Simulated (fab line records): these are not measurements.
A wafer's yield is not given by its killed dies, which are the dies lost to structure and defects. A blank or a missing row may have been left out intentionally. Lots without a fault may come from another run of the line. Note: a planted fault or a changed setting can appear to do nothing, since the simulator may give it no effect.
The same fault as seen by 2 desks	flow sky130	what lay behind the numbers comes last; until then each desk has only its own

FOR THE TOOL OWNER'S DESK: hdpcvd-02
The tool's own readings at SKY_VIA4_HDPCVD_00 (deposits SiO2, target thk 1750 nm, time 291.7 s): means of the sampled wafers that have a number, for each lot that ran on this tool. The brackets show how far a lot's mean lies from the usual mean; more than 4 standard deviations puts the lot out of limits, marked OUT.
Columns: A = run length s at SKY_VIA4_HDPCVD_00, usual 319.7 s
lot	first seen here	A
L753	day 42 03:36	319.8
L756	day 43 04:35	319.7
L762	day 44 12:54	319.8
L764	day 45 01:40	329.7 (+21) OUT
L767	day 45 21:43	319.6
L775	day 48 05:25	319.9
This desk's verdict: out of limits on L764, starting with L764 at day 45 01:40 (run length s at SKY_VIA4_HDPCVD_00). In limits: L753, L756, L762, L767, L775.

THE METROLOGY DESK
Lot by lot, what the gauges showed, no matter which tool ran the lot: averages of those sampled wafers that carry a number. The brackets show how far a lot's mean lies from the usual mean; more than 4 standard deviations puts the lot out of limits, marked OUT.
Columns: A = VIA4_HDPCVD_THK at SKY_VIA4_THK_MEAS_01, usual 1758 nm
lot	first seen here	A
L753	day 42 03:47	1748
L756	day 43 04:46	1754
L757	day 43 09:25	1783
L759	day 44 02:13	1750
L761	day 44 09:34	1782
L762	day 44 13:06	1723
L764	day 45 01:52	1814
L767	day 45 21:55	1755
L772	day 47 05:08	1761
L773	day 47 09:57	1759
L775	day 48 05:36	1764
Result from this desk: across the 11 lots, nothing is out of limits.

ALL TOGETHER
The tool owner's desk could have raised an alarm at day 45 01:40, on L764.
The metrology desk saw nothing out of limits.
The metrology desk holds a record of L764, inside its limits.
The lots listed all ran SKY_VIA4_HDPCVD_00 on hdpcvd-02.

WHAT WAS PUT IN BY THE SIMULATOR
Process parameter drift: hdpcvd-02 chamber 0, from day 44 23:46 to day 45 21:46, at SKY_VIA4_HDPCVD_00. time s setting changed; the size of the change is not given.
Lots struck among those shown: L764.
Delay in hours, fault start to first out-of-limits reading, by desk: the tool owner's desk at 2.
